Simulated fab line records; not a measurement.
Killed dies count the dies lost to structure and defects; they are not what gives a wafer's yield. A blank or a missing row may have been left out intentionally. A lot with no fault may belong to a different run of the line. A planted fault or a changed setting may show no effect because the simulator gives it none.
What tool caused it? | flow gf180mcu | 24 lots, 72 wafers sampled, at 3 steps of a route of 602

## WHAT THE GAUGES SHOWED, per wafer
GF_M5_CD_MEAS_07: the cd target is 280 nm. Usual: cdNm 279.9 nm, standard deviation 1.2.
lot  | measured     | on       | cdNm (nm)         | flag
L074 | day 26 09:44 | cdSem-02 | 280.3 280.2 280.6 | 
L075 | day 26 14:29 | cdSem-02 | 278.1 280.1 279.2 | 
L076 | day 27 06:01 | cdSem-01 | 280.7 279.4 279.7 | 
L077 | day 27 11:40 | cdSem-01 | 278.3 277.8 277.6 | 
L079 | day 27 20:58 | cdSem-01 | 280.7 280.6 280.5 | 
L078 | day 28 01:05 | cdSem-01 | 280.5 280.1 280.6 | 
L080 | day 28 07:26 | cdSem-01 | 282.2 282.1 282.3 | 
L081 | day 28 14:56 | cdSem-02 | 279.1 279.6 279.5 | 
L082 | day 29 00:55 | cdSem-02 | 278.9 280.2 278.9 | 
L083 | day 29 06:43 | cdSem-01 | 278.6 277.2 278.7 | 
L084 | day 29 12:08 | cdSem-01 | 279.0 279.0 278.7 | 
L085 | day 29 19:13 | cdSem-01 | 279.9 279.8 278.5 | 
L086 | day 30 02:22 | cdSem-02 | 281.1 279.4 279.7 | 
L087 | day 30 07:16 | cdSem-02 | 280.1 279.3 281.3 | 
L088 | day 30 11:59 | cdSem-01 | 280.1 280.4 280.6 | 
L089 | day 30 17:18 | cdSem-01 | 279.4 278.5 279.2 | 
L090 | day 31 03:37 | cdSem-02 | 279.2 280.1 279.0 | 
L091 | day 31 08:14 | cdSem-01 | 281.3 280.6 279.7 | 
L092 | day 31 16:11 | cdSem-02 | 280.6 280.2 281.2 | 
L093 | day 31 20:07 | cdSem-01 | 281.8 281.6 281.7 | 
L094 | day 32 00:43 | cdSem-01 | 280.2 278.5 280.1 | 
L095 | day 32 09:13 | cdSem-02 | 282.1 281.1 281.6 | 
L096 | day 32 16:05 | cdSem-01 | 280.3 279.5 280.6 | 
L097 | day 32 21:27 | cdSem-02 | 281.0 281.5 280.6 | 

## TOOL THAT RAN EACH LOT (tool first, then ch and the chambers of the sampled wafers, then the start)
lot  | GF_M2_SPUTTER_01            | GF_V3_ETCH_17
L074 | pvdSputter-03, day 18 05:31 | rieDiel-04 ch 1,2,3, day 26 09:44 or earlier
L075 | pvdSputter-01, day 18 11:44 | rieDiel-02 ch 0,1,2, day 26 14:29 or earlier
L076 | pvdSputter-01, day 19 04:55 | rieDiel-03 ch 0,1,2, day 27 06:01 or earlier
L077 | pvdSputter-02, day 19 13:14 | rieDiel-04 ch 0,1,3, day 27 11:40 or earlier
L079 | pvdSputter-01, day 20 00:56 | rieDiel-04 ch 0,1,2, day 27 20:58 or earlier
L078 | pvdSputter-01, day 20 05:16 | rieDiel-03 ch 0,1, day 28 01:05 or earlier
L080 | pvdSputter-02, day 20 12:50 | rieDiel-04 ch 0,2, day 28 07:26 or earlier
L081 | pvdSputter-01, day 20 22:34 | rieDiel-04 ch 0,1,2, day 28 14:56 or earlier
L082 | pvdSputter-03, day 21 11:01 | rieDiel-03 ch 2,3, day 29 00:55 or earlier
L083 | pvdSputter-03, day 21 18:00 | rieDiel-02 ch 1,2, day 29 06:43 or earlier
L084 | pvdSputter-02, day 22 01:51 | rieDiel-02 ch 0,2,3, day 29 12:08 or earlier
L085 | pvdSputter-01, day 22 10:37 | rieDiel-03 ch 1,2, day 29 19:13 or earlier
L086 | pvdSputter-01, day 22 16:40 | rieDiel-04 ch 0,3, day 30 02:22 or earlier
L087 | pvdSputter-01, day 23 00:08 | rieDiel-03 ch 0,2,3, day 30 07:16 or earlier
L088 | pvdSputter-02, day 23 07:53 | rieDiel-02 ch 1,2,3, day 30 11:59 or earlier
L089 | pvdSputter-01, day 23 15:05 | rieDiel-03 ch 0,1,2, day 30 17:18 or earlier
L090 | pvdSputter-03, day 24 01:40 | rieDiel-04 ch 1,2,3, day 31 03:37 or earlier
L091 | pvdSputter-03, day 24 11:07 | rieDiel-04 ch 0,3, day 31 08:14 or earlier
L092 | pvdSputter-03, day 24 16:22 | rieDiel-02 ch 1,2, day 31 16:11 or earlier
L093 | pvdSputter-02, day 24 21:02 | rieDiel-04 ch 0,1, day 31 20:07 or earlier
L094 | pvdSputter-01, day 25 06:03 | rieDiel-03 ch 2,3, day 32 00:43 or earlier
L095 | pvdSputter-02, day 25 15:36 | rieDiel-02 ch 0,1,2, day 32 09:13 or earlier
L096 | pvdSputter-02, day 25 20:54 | rieDiel-02 ch 1,2,3, day 32 16:05 or earlier
L097 | pvdSputter-03, day 26 09:01 | rieDiel-04 ch 1,2,3, day 32 21:27 or earlier
- GF_M2_SPUTTER_01: material TiN, target thk 30 nm, time 25 s.
- GF_V3_ETCH_17: etches SiO2 in C4F8/O2/Ar, stops on TiN, target depth 635 nm.

## AS READ BY THE TOOLS THEMSELVES (means over the sampled wafers that have a number; for cases with no such wafer, the mark the record gives instead)
GF_M2_SPUTTER_01. Usual: throttleValvePct 30.3 %, standard deviation 0.79.
lot  | tool          | throttleValvePct (%) | flag
L074 | pvdSputter-03 | 30.5                 | 
L075 | pvdSputter-01 | 31.1                 | 
L076 | pvdSputter-01 | 30.8                 | 
L077 | pvdSputter-02 | 30.6                 | 
L079 | pvdSputter-01 | 30.5                 | 
L078 | pvdSputter-01 | 30.0                 | 
L080 | pvdSputter-02 | 30.7                 | 
L081 | pvdSputter-01 | 30.9                 | 
L082 | pvdSputter-03 | 30.2                 | 
L083 | pvdSputter-03 | 30.5                 | 
L084 | pvdSputter-02 | 30.1                 | 
L085 | pvdSputter-01 | 29.7                 | 
L086 | pvdSputter-01 | 30.7                 | 
L087 | pvdSputter-01 | 30.8                 | 
L088 | pvdSputter-02 | 29.8                 | 
L089 | pvdSputter-01 | 30.7                 | 
L090 | pvdSputter-03 | 30.5                 | 
L091 | pvdSputter-03 | 30.7                 | 
L092 | pvdSputter-03 | 30.6                 | 
L093 | pvdSputter-02 | 30.1                 | 
L094 | pvdSputter-01 | 30.2                 | 
L095 | pvdSputter-02 | 29.6                 | 
L096 | pvdSputter-02 | 30.0                 | 
L097 | pvdSputter-03 | 30.5                 | 

GF_V3_ETCH_17. Usual: oesProductAu 0.856 a.u., standard deviation 0.0046.
lot  | tool       | oesProductAu (a.u.) | flag
L074 | rieDiel-04 | 0.855               | 
L075 | rieDiel-02 | 0.853               | 
L076 | rieDiel-03 | 0.857               | 
L077 | rieDiel-04 | 0.851               | 
L079 | rieDiel-04 | 0.851               | 
L078 | rieDiel-03 | 0.854               | 
L080 | rieDiel-04 | 0.855               | 
L081 | rieDiel-04 | 0.857               | 
L082 | rieDiel-03 | 0.855               | 
L083 | rieDiel-02 | 0.854               | 
L084 | rieDiel-02 | 0.859               | 
L085 | rieDiel-03 | 0.861               | 
L086 | rieDiel-04 | 0.853               | 
L087 | rieDiel-03 | 0.856               | 
L088 | rieDiel-02 | 0.856               | 
L089 | rieDiel-03 | 0.854               | 
L090 | rieDiel-04 | 0.852               | 
L091 | rieDiel-04 | 0.856               | 
L092 | rieDiel-02 | 0.857               | 
L093 | rieDiel-04 | 0.857               | 
L094 | rieDiel-03 | 0.858               | 
L095 | rieDiel-02 | 0.854               | 
L096 | rieDiel-02 | 0.854               | 
L097 | rieDiel-04 | 0.861               | 

## THE ANSWER, worked out from the rows above alone
Rule: lot off if the mean of its wafers having a number is beyond 3 standard deviations from the usual mean. Also off: a lot with no number at a reading for which 4 or more lots have one. All remaining lots with rows at the step are treated as sound. After the gauges, taken in route order, come the tools' own readings; for these a lot's mean is taken, as printed above. The first step at which some lot is off is used, and at that step the reading that is off furthest; a lot without a number counts as furthest.
Across all readings shown, no lot is off: no conclusion can be drawn from this.

## WHAT THE SIMULATOR PUT IN
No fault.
